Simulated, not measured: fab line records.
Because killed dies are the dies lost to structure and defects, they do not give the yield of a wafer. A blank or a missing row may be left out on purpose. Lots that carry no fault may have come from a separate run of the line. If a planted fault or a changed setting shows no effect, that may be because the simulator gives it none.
Which tool is to blame? | flow gf180mcu | 33 wafers sampled from 11 lots at 1 step of a route of 602

## WHAT THE GAUGES SHOWED, per wafer
GF_M1_THK_MEAS_06: measures by xrf.
lot  | measured     | on            | M1_ALCU_THK (nm)
L325 | day 16 03:23 | film_metro-02 | 454 450 452
L326 | day 16 17:25 | film_metro-04 | 457 452 452
L327 | day 17 03:02 | film_metro-04 | 448 445 449
L334 | day 19 15:58 | film_metro-02 | 455 450 454
L336 | day 20 07:34 | film_metro-01 | 450 453 457
L338 | day 21 01:04 | film_metro-02 | 440 447 441
L342 | day 22 12:10 | film_metro-01 | 458 453 454
L343 | day 22 16:31 | film_metro-02 | 462 464 458
L345 | day 23 11:40 | film_metro-02 | 453 445 450
L346 | day 23 17:32 | film_metro-02 | 456 462 453
L347 | day 24 04:12 | film_metro-04 | 451 451 451

## WHAT TOOL EACH LOT RAN ON (gives the tool, then ch and the chambers of the sampled wafers, and finally the start)
Before these readings, the record contains no process step.

## WHAT THE TOOLS THEMSELVES READ (means of the sampled wafers that have a number; where no wafer has one, the mark that the record gives instead)
The record holds no such reading with a usual standard deviation.

## THE ANSWER, worked out from the rows above alone
Rule: the lots themselves supply what counts as usual. Put in order of their means at a reading, lots are off if they are a third of the lots or fewer, leave a main group of 4 or more, and stand apart from it by a gap of 3 or more times the standard deviation of the main group's means; of several such gaps the widest counts. If all means in a main group match to the digits the tables above print for the reading, that group is not used. Also off: a lot with no number at a reading for which 4 or more lots have one. All remaining lots with rows at the step are treated as sound. First the gauges in route order, then the tools' own readings, where a lot's mean is used as printed above. At the first step where some lot is off, the reading lying furthest off is the one used; lots without a number count as furthest.
Across all readings shown, no lot is off: no conclusion can be drawn from this.

## WHAT THE SIMULATOR PUT IN
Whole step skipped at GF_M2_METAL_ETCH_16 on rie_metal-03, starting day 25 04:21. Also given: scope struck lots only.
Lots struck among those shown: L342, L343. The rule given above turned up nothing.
